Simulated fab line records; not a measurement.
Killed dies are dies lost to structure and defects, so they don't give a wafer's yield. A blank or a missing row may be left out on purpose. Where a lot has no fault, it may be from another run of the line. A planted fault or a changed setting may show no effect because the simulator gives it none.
Which tool is to blame? -- flow sky130 -- Sampling: 11 lots, 33 wafers, 2 of 708 route steps

== WHAT THE GAUGES SHOWED, per wafer ==
SKY_VIA4_THK_MEAS_01. Usual: VIA4_HDPCVD_THK 1757 nm, standard deviation 18.
lot,measured,on,VIA4_HDPCVD_THK (nm),flag
L621,day 42 00:38,film-metro-01,1759 1760 1788,
L623,day 42 10:20,film-metro-02,1736 1798 1767,
L626,day 43 08:58,film-metro-02,1773 1768 1747,
L630,day 44 10:05,film-metro-02,1749 1732 1731,
L631,day 45 01:11,film-metro-04,1759 1776 1794,
L632,day 45 11:54,film-metro-01,1724 1778 1726,
L636,day 46 14:21,film-metro-04,1739 1736 1749,
L639,day 47 01:37,film-metro-04,1748 1749 1774,
L641,day 47 06:37,film-metro-04,1760 1759 1750,
L642,day 47 09:29,film-metro-04,1775 1754 1739,
L644,day 48 02:08,film-metro-01,1740 1774 1766,

== EACH LOT AND THE TOOL THAT RAN IT (in order: tool; ch and the chambers of the sampled wafers; start) ==
lot,SKY_METAL2_SPUTTER_02
L621,"pvd-sputter-03, day 34 03:26"
L623,"pvd-sputter-01, day 34 17:08"
L626,"pvd-sputter-01, day 35 17:20"
L630,"pvd-sputter-01, day 36 22:25"
L631,"pvd-sputter-01, day 37 16:12"
L632,"pvd-sputter-03, day 38 05:43"
L636,"pvd-sputter-02, day 39 15:53"
L639,"pvd-sputter-03, day 40 01:17"
L641,"pvd-sputter-01, day 40 07:54"
L642,"pvd-sputter-02, day 40 11:56"
L644,"pvd-sputter-02, day 41 05:21"
- SKY_METAL2_SPUTTER_02: material AlCu, target thk 250 nm, time 13.3 s.

== WHAT THE TOOLS THEMSELVES READ (means of the sampled wafers that have a number; where no wafer has one, the mark that the record gives instead) ==
SKY_METAL2_SPUTTER_02. Usual: cathode-dc-power-W 10600 W, standard deviation 1.8; throttle-valve-pct 30.6 %, standard deviation 1.
lot,tool,cathode-dc-power-W (W),throttle-valve-pct (%),flag
L621,pvd-sputter-03,10600,31.2,
L623,pvd-sputter-01,10601,31.6,
L626,pvd-sputter-01,10600,29.8,
L630,pvd-sputter-01,10600,31.2,
L631,pvd-sputter-01,10597,30.2,
L632,pvd-sputter-03,10599,31.3,
L636,pvd-sputter-02,10600,30.4,
L639,pvd-sputter-03,10603,30.7,
L641,pvd-sputter-01,10601,30.8,
L642,pvd-sputter-02,10600,30.1,
L644,pvd-sputter-02,10601,30.4,

== THE ANSWER, worked out from the rows above alone ==
Rule: a lot counts as off when the mean over its wafers that have a number is more than 3 standard deviations away from the usual mean. A lot without any number at a reading at which 4 lots or more have one is off too. Where the step has rows for the other lots, those lots are counted as sound. The gauges are gone through in route order, then the tools' own readings, and for those a lot's mean is taken as printed above. At the first step where some lot is off, the reading lying furthest off is the one used; lots without a number count as furthest.
No lot is off at any reading shown: from this, nothing can be told.

== WHAT THE SIMULATOR PUT IN ==
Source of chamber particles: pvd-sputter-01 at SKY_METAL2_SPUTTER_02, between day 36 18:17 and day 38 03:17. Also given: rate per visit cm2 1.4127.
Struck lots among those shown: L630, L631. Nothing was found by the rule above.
